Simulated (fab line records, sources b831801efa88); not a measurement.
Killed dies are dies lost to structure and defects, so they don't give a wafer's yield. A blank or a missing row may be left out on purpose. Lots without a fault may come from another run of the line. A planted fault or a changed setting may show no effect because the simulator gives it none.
Chamber matching | flow sky130 | SKY_CONTACT_ETCH_16 on rie_diel-03: 4 sister chambers
The step etches BARC in N2/H2, stops on SiO2, time 45.9 s, target depth 60 nm. 8 wafers are shown with their chamber, then 8 later ones without.

WAFERS WITH THEIR CHAMBER
wafer  | chamber | throttle_valve_pct (%) | oes_product_au (a.u.)
L074.5 | 2       | 13.219                 | 0.858
L077.6 | 2       | 13.209                 | 0.855
L084.1 | 0       | 13.208                 | 0.864
L084.5 | 1       | 13.236                 | 0.852
L085.1 | 3       | 13.238                 | 0.857
L085.3 | 1       | 13.233                 | 0.866
L085.6 | 3       | 13.213                 | 0.858
L089.1 | 0       | 13.217                 | 0.854

WAFERS WITHOUT THEIR CHAMBER
wafer  | throttle_valve_pct (%) | oes_product_au (a.u.)
L089.3 | 13.242                 | 0.850
L089.6 | 13.232                 | 0.862
L092.1 | 13.232                 | 0.854
L092.4 | 13.224                 | 0.856
L092.6 | 13.226                 | 0.855
L096.1 | 13.223                 | 0.851
L096.2 | 13.212                 | 0.850
L096.6 | 13.220                 | 0.853

WHICH CHAMBER EACH WENT THROUGH
wafer  | from the rows above               | in truth
L089.3 | can't be placed: 1 or 3 or 2 or 0 | 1
L089.6 | can't be placed: 1 or 3 or 0 or 2 | 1
L092.1 | can't be placed: 1 or 3 or 2 or 0 | 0
L092.4 | can't be placed: 3 or 2 or 1 or 0 | 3
L092.6 | can't be placed: 3 or 1 or 2 or 0 | 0
L096.1 | can't be placed: 3 or 2 or 0 or 1 | 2
L096.2 | can't be placed: 2 or 0 or 3 or 1 | 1
L096.6 | can't be placed: 2 or 3 or 0 or 1 | 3
Placed correctly: 0 of 8. Can't be placed from these rows: 8 (the true chamber is among the candidates in 8). Placed wrongly: 0.
How it was worked out, from the rows above alone: a wafer's distance from a chamber is the root of the sum, over the readings, of the square of ((its reading less the chamber's mean) divided by the reading's scatter). The wafer belongs to the nearest chamber; if the next one is less than 2 further off, it can't be placed. A chamber's mean is the mean of its shown wafers. The scatter: the root of (the sum of the squares of (reading less its chamber's mean) over the shown wafers, divided by (wafers less chambers)).
